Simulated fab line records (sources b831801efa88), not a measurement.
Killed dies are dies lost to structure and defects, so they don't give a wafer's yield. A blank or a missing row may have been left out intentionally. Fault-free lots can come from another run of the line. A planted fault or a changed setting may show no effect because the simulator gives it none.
What tool caused it?	flow sky130	12 lots, 36 wafers sampled, at 3 steps of a route of 708

## WHAT THE GAUGES READ, wafer by wafer
SKY_VIA2_THK_MEAS_23: measures by xrf.
lot	measured	on	VIA2_W_THK (nm)
L075	day 36 10:04	film-metro-03	420 434 420
L077	day 37 17:34	film-metro-03	422 446 443
L079	day 38 12:32	film-metro-03	421 417 421
L081	day 39 00:59	film-metro-02	432 435 451
L083	day 39 18:40	film-metro-01	430 430 435
L085	day 40 14:33	film-metro-03	432 434 429
L086	day 40 15:21	film-metro-01	422 416 411
L089	day 41 00:34	film-metro-02	439 434 436
L091	day 41 15:57	film-metro-02	438 434 429
L093	day 41 22:22	film-metro-02	439 439 453
L095	day 42 19:51	film-metro-01	440 439 429
L097	day 43 11:12	film-metro-01	433 443 431

## EACH LOT AND THE TOOL THAT RAN IT (in order: tool; ch and the chambers of the sampled wafers; start)
lot	SKY_METAL1_ETCH_18	SKY_VIA2_STRIP_16
L075	rie-metal-02 ch 0,1, day 32 21:12	plasma-asher-02 ch 0,1, day 36 09:11
L077	rie-metal-02 ch 0,1, day 34 05:23	plasma-asher-03 ch 0,1, day 37 16:40
L079	rie-metal-02 ch 0,1, day 35 00:47	plasma-asher-02 ch 0,1, day 38 11:36
L081	rie-metal-04 ch 0, day 35 14:14	plasma-asher-03 ch 0,1, day 39 00:01
L083	rie-metal-03 ch 0,1, day 36 07:50	plasma-asher-03 ch 0,1, day 39 17:13
L085	rie-metal-02 ch 0,1, day 37 05:07	plasma-asher-02 ch 0,1, day 40 13:36
L086	rie-metal-03 ch 0,1, day 37 06:36	plasma-asher-02 ch 0,1, day 40 14:24
L089	rie-metal-04 ch 0,1, day 37 16:26	plasma-asher-02 ch 1, day 40 23:39
L091	rie-metal-04 ch 0,1, day 38 09:02	plasma-asher-01 ch 0, day 41 15:01
L093	rie-metal-03 ch 1, day 38 17:11	plasma-asher-03 ch 0,1, day 41 21:25
L095	rie-metal-02 ch 1, day 39 13:59	plasma-asher-03 ch 0,1, day 42 18:57
L097	rie-metal-04 ch 0,1, day 40 07:27	plasma-asher-02 ch 0,1, day 43 10:18
- SKY_METAL1_ETCH_18: etches BARC in N2/H2, stops on SiO2, time 45.9 s, target depth 60 nm.
- SKY_VIA2_STRIP_16: strips in O2/N2.

## THE ANSWER, worked out from the rows above alone
Rule: the usual values come from the lots themselves. The widest of any qualifying gaps counts: lots, ordered by their means at a reading, are off when they make up no more than a third of the lots, leave a main group of 4 or more, and stand apart from it by 3 or more times the standard deviation of that group's means. If all means in a main group match to the digits the tables above print for the reading, that group is not used. Also off: a lot with no number at a reading for which 4 or more lots have one. All remaining lots with rows at the step are treated as sound.
None of the lots is off at any reading shown; this tells nothing.

## WHAT HAD BEEN PUT IN BY THE SIMULATOR
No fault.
